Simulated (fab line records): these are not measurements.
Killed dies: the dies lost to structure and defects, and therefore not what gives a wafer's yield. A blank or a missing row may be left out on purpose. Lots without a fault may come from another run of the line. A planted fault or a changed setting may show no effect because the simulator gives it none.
Struck lot and sound lot, side by side | flow gf180mcu | 32 steps out of a route of 602
Sound: wafers L696.1, L696.2, L696.5. Wafers struck: L705.1, L705.3, L705.6. Last of all comes the cause.
Per side, at each step with rows, come the tool, then ch with its chambers, and then its first start. Under that, the readings that differ: sound wafers | struck wafers | difference of the means | sigmas: that difference in standard deviations of wafers without a fault.
alike: words and numbers the same on both sides, and readings whose means are apart by under 2 such deviations; not compared: readings that were withheld, readings missing a value for some wafer, numbers with overlapping values and no deviation given by the record, and bounds like >300 which may hide the same value.
A row with sigmas, a row that says differs or no value, or rows on one side alone: a step with any of these is where the two part. Non-overlapping numbers with no deviation appear without sigmas and do not part them. A reading that every wafer of one side lacks parts them only if that side has two wafers or more.

first, 5 steps without rows for these wafers: GF_SAB_ETCH_11 (etches SiO2 in C4F8/O2/Ar, target depth 55 nm, time 8.5 s); GF_SAB_WET_ETCH_12 (etches SiO2 in dHF, target depth 22 nm, time 440 s); GF_SAB_STRIP_13 (strips in O2/N2); GF_SALICIDE_CLEAN_00 (cleans in SC1/SC2, time 150 s); GF_SALICIDE_WET_ETCH_01 (etches SiO2 in dHF, target depth 5 nm, time 100 s).
GF_SALICIDE_SPUTTER_02: material Co, target thk 10 nm, time 20 s.
  sound on pvd_sputter-03 at day 15 04:17; struck on pvd_sputter-03 at day 18 01:35
  alike: chamber_pressure_pa, throttle_valve_pct
GF_SALICIDE_SPUTTER_03: material TiN, target thk 20 nm, time 16.7 s.
  sound on pvd_sputter-03 at day 15 04:19; struck on pvd_sputter-03 at day 18 01:37
  alike: chamber_pressure_pa, throttle_valve_pct
GF_SALICIDE_RS_MEAS_04: the measuring method here is four-point-probe.
  sound on film_metro-04 at day 15 04:20; struck on film_metro-03 at day 18 01:38
  alike: SALICIDE_TIN_RS
GF_SALICIDE_THK_MEAS_05: measures by xrf.
  sound on film_metro-04 at day 15 04:28; struck on film_metro-03 at day 18 01:46
  alike: SALICIDE_TIN_THK
GF_SALICIDE_RTA_06: time 30 s.
  sound on rtp_anneal-02 ch 0, day 15 04:31; struck on rtp_anneal-01 ch 0, day 18 01:49
  alike: anneal_temp_c_max, lamp_power_pct, wafer_temp_C_max
then, 2 steps without rows for these wafers: GF_SALICIDE_WET_ETCH_07 (etches the open film in SPM, target depth 120 nm); GF_SALICIDE_RTA_08 (time 30 s).
GF_CONTACT_CVD_00: deposits SiO2, target thk 300 nm, time 50 s.
  sound on hdpcvd-01 ch 0,1,2, day 15 04:50; struck on hdpcvd-02 ch 0,1, day 18 02:07
  reading                                  | sound             | struck            | difference | sigmas
  sih4_flow_sccm (sccm)                    | 60.16 59.61 60.05 | 51.15 51.09 51.13 | -8.82      | -49
  model.SiO2_of_CONTACT_CVD_00.thk_nm (nm) | 295.1 298.2 299.8 | 254.9 251.4 251.8 | -45.0      |
GF_CONTACT_THK_MEAS_01:
  sound on film_metro-01 at day 15 04:52; struck on film_metro-02 at day 18 02:09
  reading                 | sound       | struck      | difference | sigmas
  CONTACT_CVD_00_THK (nm) | 295 298 300 | 255 251 252 | -45        | -14
then, 1 step without rows for these wafers: GF_CONTACT_CVD_02 (deposits SiO2 from TEOS, target thk 860 nm, time 95.992 s).
GF_CONTACT_THK_MEAS_03:
  sound on film_metro-02 at day 15 05:00; struck on film_metro-04 at day 18 02:17
  alike: CONTACT_CVD_02_THK
GF_CONTACT_CMP_04: polishes SiO2.
  sound on cmp-02 ch 0,1,3, day 15 05:07; struck on cmp-02 ch 0,1,3, day 18 04:15
  alike: motor_current_A
GF_CONTACT_BOW_MEAS_05:
  sound on film_metro-02 at day 15 05:22; struck on film_metro-02 at day 18 04:30
  alike: CONTACT_BOW
then, 8 steps without rows for these wafers: GF_CONTACT_DEHYDRATE_06 (time 60 s); GF_CONTACT_HMDS_07 (prime time 60 s); GF_CONTACT_COAT_08; GF_CONTACT_COAT_09 (resist thk 1000 nm); GF_CONTACT_SOFTBAKE_10 (time 60 s); GF_CONTACT_EXPOSE_11 (exposes mask Contact, target cd 220 nm); GF_CONTACT_PEB_12 (peb time 90 s); GF_CONTACT_DEVELOP_13 (develop time 60 s).
GF_CONTACT_CD_MEAS_14: the cd target is 220 nm.
  sound on cd_sem-02 at day 16 03:26; struck on cd_sem-02 at day 19 03:14
  alike: cd_nm
GF_CONTACT_OVL_MEAS_15:
  sound on overlay-02 at day 16 03:34; struck on overlay-01 at day 19 03:22
  reading          | sound    | struck   | difference | sigmas
  CONTACT_OVL (nm) | 20 11 15 | -10 -2 2 | -19        | -3
GF_CONTACT_ETCH_16: etches BARC in N2/H2.
  sound on rie_diel-01 ch 0,3, day 16 03:36; struck on rie_diel-03 ch 0,3, day 19 03:23
  alike: drypump_motor_current_A, h2_flow_sccm, oes_product_au, throttle_valve_pct
GF_CONTACT_ETCH_17: etches SiO2 in C4F8/O2/Ar, stops on CoSi2, target depth 860 nm.
  sound: rie_diel-01 ch 0,3; struck: rie_diel-03 ch 0,3
  reading                             | sound             | struck            | difference | sigmas
  oes_product_au (a.u.)               | 0.814 0.818 0.813 | 0.784 0.793 0.793 | -0.025     | -5
  model.etch.depth_nm (nm)            | 854.2 857.6 859.7 | 815.2 810.4 811.2 | -44.9      |
  model.CONTACT.feature_depth_nm (nm) | 854.2 857.6 859.7 | 815.2 810.4 811.2 | -44.9      |
then, 1 step without rows for these wafers: GF_CONTACT_STRIP_18 (strips in O2/N2).
GF_PASSIVATION_PROBE_99:
  sound wafers here have rows in the record (prober-02, day 29 02:13); struck ones have none

WHERE THEY PART
Earliest at GF_CONTACT_CVD_00; latest, in this record, at GF_PASSIVATION_PROBE_99.

WHY: whatever the simulator had introduced
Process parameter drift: hdpcvd-02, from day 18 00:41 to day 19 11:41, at GF_CONTACT_CVD_00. Setting sih4_flow_sccm, moved by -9, from 60. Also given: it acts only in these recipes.
